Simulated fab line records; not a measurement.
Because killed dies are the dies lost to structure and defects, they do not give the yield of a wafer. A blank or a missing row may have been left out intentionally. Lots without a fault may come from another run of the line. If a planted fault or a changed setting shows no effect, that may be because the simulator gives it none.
The tool behind it: which one? / flow sky130 / 11 lots with 33 wafers sampled at 2 steps, on a route of 708 steps

## WHAT THE GAUGES SHOWED, per wafer
SKY_METAL2_CD_MEAS_15: target cd 140 nm.
lot=L550; measured=day 36 11:49; on=cd_sem-01; cd_nm (nm)=140.1 139.5 139.4
lot=L552; measured=day 36 18:25; on=cd_sem-02; cd_nm (nm)=137.0 137.7 139.0
lot=L554; measured=day 37 14:07; on=cd_sem-01; cd_nm (nm)=138.8 138.6 138.4
lot=L556; measured=day 38 00:43; on=cd_sem-02; cd_nm (nm)=139.8 141.7 141.6
lot=L557; measured=day 38 01:05; on=cd_sem-01; cd_nm (nm)=142.3 140.9 141.1
lot=L560; measured=day 39 01:31; on=cd_sem-02; cd_nm (nm)=139.7 139.3 141.1
lot=L561; measured=day 39 04:59; on=cd_sem-02; cd_nm (nm)=142.2 141.8 141.3
lot=L563; measured=day 39 21:04; on=cd_sem-01; cd_nm (nm)=142.9 143.7 144.0
lot=L564; measured=day 39 23:04; on=cd_sem-01; cd_nm (nm)=140.3 138.3 142.3
lot=L572; measured=day 42 00:52; on=cd_sem-02; cd_nm (nm)=142.4 140.6 140.1
lot=L571; measured=day 42 05:34; on=cd_sem-02; cd_nm (nm)=141.2 141.7 140.1

SKY_VIA2_CD_MEAS_12: target cd 200 nm.
lot=L550; measured=day 37 16:11; on=cd_sem-02; cd_nm (nm)=199.0 198.9 200.1
lot=L552; measured=day 37 22:59; on=cd_sem-02; cd_nm (nm)=200.0 199.0 198.4
lot=L554; measured=day 38 16:51; on=cd_sem-02; cd_nm (nm)=198.4 198.2 197.9
lot=L556; measured=day 39 03:13; on=cd_sem-01; cd_nm (nm)=201.6 201.6 201.7
lot=L557; measured=day 39 03:25; on=cd_sem-02; cd_nm (nm)=199.2 198.2 198.4
lot=L560; measured=day 40 04:36; on=cd_sem-01; cd_nm (nm)=199.5 200.5 198.9
lot=L561; measured=day 40 07:36; on=cd_sem-01; cd_nm (nm)=198.8 199.0 200.4
lot=L563; measured=day 40 23:07; on=cd_sem-02; cd_nm (nm)=199.2 198.8 198.2
lot=L564; measured=day 41 00:59; on=cd_sem-02; cd_nm (nm)=201.5 199.9 199.6
lot=L572; measured=day 43 02:22; on=cd_sem-02; cd_nm (nm)=197.8 196.8 196.5
lot=L571; measured=day 43 06:41; on=cd_sem-02; cd_nm (nm)=200.6 201.1 199.7

## EACH LOT AND THE TOOL THAT RAN IT (in order: tool; ch and the chambers of the sampled wafers; start)
The record shows no process step preceding these readings.

## AS READ BY THE TOOLS THEMSELVES (means over the sampled wafers that have a number; for cases with no such wafer, the mark the record gives instead)
The record holds no such reading with a usual standard deviation.

## THE ANSWER, worked out from the rows above alone
Rule: the usual values come from the lots themselves. The widest of any qualifying gaps counts: lots, ordered by their means at a reading, are off when they make up no more than a third of the lots, leave a main group of 4 or more, and stand apart from it by 3 or more times the standard deviation of that group's means. A main group whose means are all the same, to the digits that the tables above print for the reading, isn't used. A lot without any number at a reading at which 4 lots or more have one is off too. All remaining lots with rows at the step are treated as sound. After the gauges, taken in route order, come the tools' own readings; for these a lot's mean is taken, as printed above. The first step at which some lot is off is used, and at that step the reading that is off furthest; a lot without a number counts as furthest.
Nothing can be told from this: no lot is off at any reading shown.

## WHAT THE SIMULATOR HAD PUT IN
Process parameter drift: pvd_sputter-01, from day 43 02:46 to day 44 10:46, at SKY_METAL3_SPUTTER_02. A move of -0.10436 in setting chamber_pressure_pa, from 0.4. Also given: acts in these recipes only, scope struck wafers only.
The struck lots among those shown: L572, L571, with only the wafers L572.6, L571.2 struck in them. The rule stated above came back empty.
